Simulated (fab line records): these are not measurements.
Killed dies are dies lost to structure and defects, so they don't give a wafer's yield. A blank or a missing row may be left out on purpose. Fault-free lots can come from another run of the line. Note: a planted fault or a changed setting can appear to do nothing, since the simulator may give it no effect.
Which tool did it? | flow sky130 | 39 wafers sampled from 13 lots at 1 step of a route of 708

## WHAT EACH GAUGE READ, for each wafer
SKY_CONTACT_THK_MEAS_01. Usual: CONTACT_CVD_00_THK gives 75.1 nm (standard deviation 1.1).
lot  | measured     | on            | CONTACT_CVD_00_THK (nm) | flag
L456 | day 30 23:23 | film metro-03 | 74.4 73.3 75.0          |
L457 | day 31 02:59 | film metro-03 | 75.0 75.5 76.4          |
L459 | day 31 09:22 | film metro-02 | 73.8 75.0 74.5          |
L462 | day 32 11:37 | film metro-02 | 75.8 74.5 75.3          |
L463 | day 32 17:20 | film metro-03 | 74.1 75.8 75.6          |
L468 | day 34 16:06 | film metro-03 | 76.1 75.7 76.2          |
L471 | day 35 07:10 | film metro-02 | 75.7 73.9 74.9          |
L472 | day 35 17:38 | film metro-03 | 74.6 75.3 77.3          |
L473 | day 35 20:37 | film metro-01 | 73.3 73.6 74.7          |
L476 | day 36 22:08 | film metro-01 | 74.3 75.2 74.7          |
L477 | day 37 04:46 | film metro-01 | 75.5 75.5 77.4          |
L478 | day 37 07:28 | film metro-02 | 73.1 74.1 74.4          |
L479 | day 37 18:40 | film metro-03 | 74.9 74.4 75.4          |

## WHICH TOOL RAN EACH LOT (tool, then ch and the chambers of the sampled wafers, then the start)
The record holds no process step before these readings.

## WHAT THE TOOLS THEMSELVES READ (means of the sampled wafers that have a number; where no wafer has one, the mark that the record gives instead)
The record holds no such reading with a usual standard deviation.

## THE ANSWER, worked out from the rows above alone
Rule: a lot is off if the mean of its wafers that have a number lies more than 3 standard deviations from the usual mean. Also off: a lot with no number at a reading for which 4 or more lots have one. All remaining lots with rows at the step are treated as sound. After the gauges, taken in route order, come the tools' own readings; for these a lot's mean is taken, as printed above. At the first step where some lot is off, the reading lying furthest off is the one used; lots without a number count as furthest.
Nothing can be told from this: no lot is off at any reading shown.

## WHAT THE SIMULATOR HAD PUT IN
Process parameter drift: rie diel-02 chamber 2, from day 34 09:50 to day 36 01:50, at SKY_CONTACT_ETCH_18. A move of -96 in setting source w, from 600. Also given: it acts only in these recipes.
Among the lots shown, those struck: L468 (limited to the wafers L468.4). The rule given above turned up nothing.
